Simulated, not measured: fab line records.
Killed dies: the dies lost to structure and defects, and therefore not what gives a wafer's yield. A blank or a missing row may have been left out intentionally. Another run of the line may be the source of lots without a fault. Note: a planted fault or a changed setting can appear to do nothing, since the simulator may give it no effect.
2 desks, one fault :: flow sky130 :: every desk sees just its own numbers, and what lay behind them comes last

== THE METROLOGY DESK ==
Lot by lot, what the gauges showed, no matter which tool ran the lot: averages of those sampled wafers that carry a number. The brackets show how far a lot's mean lies from the usual mean; more than 4 standard deviations puts the lot out of limits, marked OUT.
Columns: A = cd nm at SKY_SD_P_CD_MEAS_07, usual 380.2 nm
lot: L966
first seen here: day 27 00:33
A: 376.5

lot: L967
first seen here: day 27 01:40
A: 379.8

lot: L970
first seen here: day 27 12:11
A: 382.3

lot: L971
first seen here: day 28 09:57
A: 381.7

lot: L972
first seen here: day 28 11:07
A: 380.5

lot: L973
first seen here: day 28 15:44
A: 376.8

lot: L981
first seen here: day 31 08:46
A: 378.9

lot: L982
first seen here: day 31 12:14
A: 379.1

lot: L983
first seen here: day 32 07:10
A: 384.8

lot: L984
first seen here: day 32 09:08
A: 381.7

lot: L985
first seen here: day 32 15:35
A: 383.3

lot: L987
first seen here: day 34 05:46
A: 380.3
This desk found nothing out of limits on any of the 12 lots.

== THE TOOL OWNER'S DESK: implanter-03 ==
SKY_LDD_N_IMPLANT_10, tool's own readings: per-lot mean of the sampled wafers with a number, covering each lot this tool ran. The brackets show how far a lot's mean lies from the usual mean; more than 4 standard deviations puts the lot out of limits, marked OUT.
Columns: A = beam energy keV at SKY_LDD_N_IMPLANT_10, usual 19.999; B = faraday current uA at SKY_LDD_N_IMPLANT_10, usual 423
lot: L966
first seen here: day 18 06:13
A: 19.993
B: 432

lot: L967
first seen here: day 18 22:04
A: 20.006
B: 420

lot: L970
first seen here: day 19 21:05
A: 19.996
B: 422

lot: L971
first seen here: day 20 20:52
A: 19.762 (-34) OUT
B: 427

lot: L973
first seen here: day 21 04:26
A: 19.762 (-34) OUT
B: 423

lot: L983
first seen here: day 25 01:20
A: 19.998
B: 424

lot: L987
first seen here: day 27 04:20
A: 20.000
B: 417
This desk finds L971, L973 out of limits, L971 being first, at day 20 20:52 (beam energy keV at SKY_LDD_N_IMPLANT_10). L966, L967, L970, L983, L987: within limits.

== TAKEN TOGETHER ==
On L971, L973, at day 20 20:52, an alarm was possible from the tool owner's desk.
The metrology desk saw nothing out of limits.
The metrology desk holds a record of L971, L973, inside its limits.
SKY_LDD_N_IMPLANT_10 was run on implanter-03 by each of the lots named.

== WHAT HAD BEEN PUT IN BY THE SIMULATOR ==
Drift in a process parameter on implanter-03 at SKY_LDD_N_IMPLANT_10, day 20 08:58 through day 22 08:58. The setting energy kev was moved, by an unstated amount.
Struck lots among those shown: L971, L973.
Time in hours from fault onset to the first out-of-limits reading at each desk: the tool owner's desk, 12.
